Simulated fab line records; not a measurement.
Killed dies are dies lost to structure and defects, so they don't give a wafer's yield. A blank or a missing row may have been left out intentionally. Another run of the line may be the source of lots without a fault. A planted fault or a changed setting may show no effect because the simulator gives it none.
A struck lot beside a sound one :: flow gf180mcu :: 20 steps out of a route of 602
Sound: wafers L906.1, L906.3, L906.6. Struck: wafer L910.2 (L910.3, L910.6, from the same lot, were not struck and are left out); the cause is given at the end.
Each step with rows lists, per side, the tool, then ch with its chambers, then its first start. Under that, the readings that differ: sound wafers :: struck wafers :: difference of the means :: sigmas: that difference in standard deviations of wafers without a fault.
alike: readings with means less than 2 such deviations apart, plus words and numbers identical on both sides. not compared: withheld readings, readings lacking a value on some wafer, bounds such as >300 that could conceal the same value, and numbers that have no deviation in the record and whose values overlap.
The two part at a step that has a row with sigmas, a row that says differs or no value, or rows on one side only. Numbers that don't overlap but have no deviation are shown without sigmas and don't part them. A reading that every wafer of one side lacks parts them only if that side has two wafers or more.

GF_PSD_STRIP_10: strips in O2/N2.
  sound on plasma_asher-03 ch 0,1, day 14 05:16; struck on plasma_asher-04 ch 0, day 15 16:25
  alike: chamber_pressure_mTorr, drypump_motor_current_A, heater_power_w, o2_flow_sccm, oes_product_au, strip_time_to_endpoint_s
  not compared: rf_hours_counter_h
GF_PSD_TW_MEAS_11:
  struck on film_metro-02, day 15 16:31; sound on film_metro-01, day 14 05:22
reading: PSD_TW
sound: 3077 3087 3096
struck: 3162
difference: +75
sigmas: +2
then, 1 step without rows for these wafers: GF_PSD_CLEAN_12 (cleans in SC1/SC2, time 150 s).
GF_PSD_RTA_13: time 20 s.
  sound on rtp_anneal-02 ch 0, day 14 05:28; struck on rtp_anneal-01 ch 0, day 15 16:38
reading: lamp_power_pct (%)
sound: 32.4 32.4 32.4
struck: 37.2
difference: +4.8
sigmas: +2
  alike: chamber_o2_ppm, wafer_temp_C_max
GF_PSD_RS_MEAS_14: uses a four-point probe to measure.
  struck on film_metro-01, day 15 16:44; sound on film_metro-02, day 14 05:33
  alike: NSD_RS
GF_PSD_RS_MEAS_15: uses a four-point probe to measure.
  struck on film_metro-01, day 15 16:51; sound on film_metro-02, day 14 05:40
reading: PSD_RS (ohm/sq)
sound: 108.2 107.9 108.1
struck: 108.7
difference: +0.6
sigmas: +2
GF_SAB_CVD_00: deposits SiO2 from TEOS, target thk 50 nm, time 4.9302 s.
  sound on pecvd-01 ch 0,1,2, day 14 05:47; struck on pecvd-02 ch 1, day 15 16:57
  alike: heater_power_w, susceptor_temp_C
GF_SAB_THK_MEAS_01:
  struck on film_metro-02, day 15 16:59; sound on film_metro-03, day 14 05:49
  alike: SAB_CVD_00_THK
then, 4 steps without rows for these wafers: GF_SAB_DEHYDRATE_02 (time 60 s); GF_SAB_HMDS_03 (prime time 60 s); GF_SAB_COAT_04 (resist thk 1000 nm); GF_SAB_SOFTBAKE_05 (time 60 s).
GF_SAB_EXPOSE_06: exposes mask SAB, target cd 420 nm.
  sound on iline_stepper-01 ch 0, day 14 16:26; struck on iline_stepper-01 ch 0, day 16 03:58
  alike: mask
then, 2 steps without rows for these wafers: GF_SAB_PEB_07; GF_SAB_DEVELOP_08 (develop time 60 s).
GF_SAB_CD_MEAS_09: the cd target is 420 nm.
  struck on cd_sem-01, day 16 14:40; sound on cd_sem-02, day 15 03:30
reading: cd_nm (nm)
sound: 418.9 419.1 419.0
struck: 357.0
difference: -62.0
sigmas: -30
GF_SAB_OVL_MEAS_10:
  struck on overlay-01, day 16 14:47; sound on overlay-01, day 15 03:37
  alike: SAB_OVL
GF_SAB_ETCH_11: etches SiO2 in C4F8/O2/Ar, target depth 55 nm, time 8.5 s.
  sound on rie_diel-04 ch 0,1, day 15 03:40; struck on rie_diel-03 ch 1, day 16 14:49
reading: model.SAB.cd_nm (nm)
sound: 419.8 419.1 419.3
struck: 357.1
difference: -62.3
sigmas: 
  alike: chamber_pressure_mTorr, oes_product_au
  not compared: rf_hours_counter_h
then, 1 step without rows for these wafers: GF_SAB_WET_ETCH_12 (etches SiO2 in dHF, target depth 22 nm, time 440 s).
-- the record jumps here: 14 days lie between the struck wafers' starts before and after (it left off in module SAB and takes up again in module PASSIVATION, whose first step shown is number 602 of the route) --
GF_PASSIVATION_PROBE_99:
  struck on prober-02, day 30 06:38; sound on prober-02, day 29 00:35
reading: model.etest.ppoly_u.length_nm (nm)
sound: 1009 999.1 1006
struck: 935.8
difference: -68.9
sigmas: 

## WHERE THEY PART
Earliest at GF_PSD_TW_MEAS_11; latest, in this record, at GF_SAB_CD_MEAS_09. Later steps at which nothing parts them and some readings are alike: GF_SAB_OVL_MEAS_10, GF_SAB_ETCH_11.

WHY: what had been put in by the simulator
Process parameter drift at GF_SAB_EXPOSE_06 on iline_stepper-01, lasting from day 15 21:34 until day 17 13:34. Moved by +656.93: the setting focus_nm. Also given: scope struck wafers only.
